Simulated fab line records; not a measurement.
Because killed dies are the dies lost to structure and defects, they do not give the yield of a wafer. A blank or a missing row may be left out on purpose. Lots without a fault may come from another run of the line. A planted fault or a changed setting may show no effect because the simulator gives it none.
Chamber matching / flow gf180mcu / cmp-02 running GF_V3_CMP_26: 4 sister chambers
The step polishes, stops on SiO2, t overpolish 15 s, target thk 0 nm. 8 wafers are shown with their chamber, then 8 later ones without.

## WAFERS, EACH WITH ITS CHAMBER
wafer=L074.6; chamber=2; motor-current-A (A)=13.1; overpolish-run-s (s)=15.006
wafer=L082.4; chamber=2; motor-current-A (A)=12.1; overpolish-run-s (s)=14.996
wafer=L082.6; chamber=3; motor-current-A (A)=9.1; overpolish-run-s (s)=14.981
wafer=L083.4; chamber=3; motor-current-A (A)=8.7; overpolish-run-s (s)=14.996
wafer=L083.5; chamber=1; motor-current-A (A)=11.0; overpolish-run-s (s)=15.012
wafer=L090.4; chamber=1; motor-current-A (A)=10.7; overpolish-run-s (s)=14.988
wafer=L090.5; chamber=0; motor-current-A (A)=9.4; overpolish-run-s (s)=14.995
wafer=L091.1; chamber=0; motor-current-A (A)=10.0; overpolish-run-s (s)=14.986

## WAFERS WHOSE CHAMBER IS MISSING
wafer=L091.2; motor-current-A (A)=10.8; overpolish-run-s (s)=14.989
wafer=L091.5; motor-current-A (A)=8.9; overpolish-run-s (s)=14.993
wafer=L092.2; motor-current-A (A)=8.3; overpolish-run-s (s)=14.996
wafer=L092.4; motor-current-A (A)=10.4; overpolish-run-s (s)=15.000
wafer=L092.5; motor-current-A (A)=9.4; overpolish-run-s (s)=15.013
wafer=L094.2; motor-current-A (A)=10.1; overpolish-run-s (s)=15.014
wafer=L094.5; motor-current-A (A)=10.8; overpolish-run-s (s)=15.020
wafer=L094.6; motor-current-A (A)=12.3; overpolish-run-s (s)=15.010

## THE CHAMBER EACH PASSED THROUGH
wafer=L091.2; from the rows above=can't be placed: 1 or 0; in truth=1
wafer=L091.5; from the rows above=can't be placed: 3 or 0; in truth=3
wafer=L092.2; from the rows above=can't be placed: 3 or 0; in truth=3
wafer=L092.4; from the rows above=can't be placed: 1 or 0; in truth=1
wafer=L092.5; from the rows above=can't be placed: 0 or 3 or 1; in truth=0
wafer=L094.2; from the rows above=can't be placed: 1 or 0 or 3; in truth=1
wafer=L094.5; from the rows above=can't be placed: 1 or 0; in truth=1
wafer=L094.6; from the rows above=2; in truth=2
Placed correctly: 1 of 8. Can't be placed from these rows: 7 (the true chamber is among the candidates in 7). Number placed wrongly: 0.
How it was worked out, from the rows above alone: a wafer's distance from a chamber is the root of the sum, over the readings, of the square of ((its reading less the chamber's mean) divided by the reading's scatter). If the next closest chamber is less than 2 further off than the closest, the wafer can't be placed; otherwise it belongs to the closest. A chamber's mean is the mean of its shown wafers. The scatter: take each reading less its chamber's mean, square it, sum over the shown wafers, divide by the number of wafers less the number of chambers, and take the root.
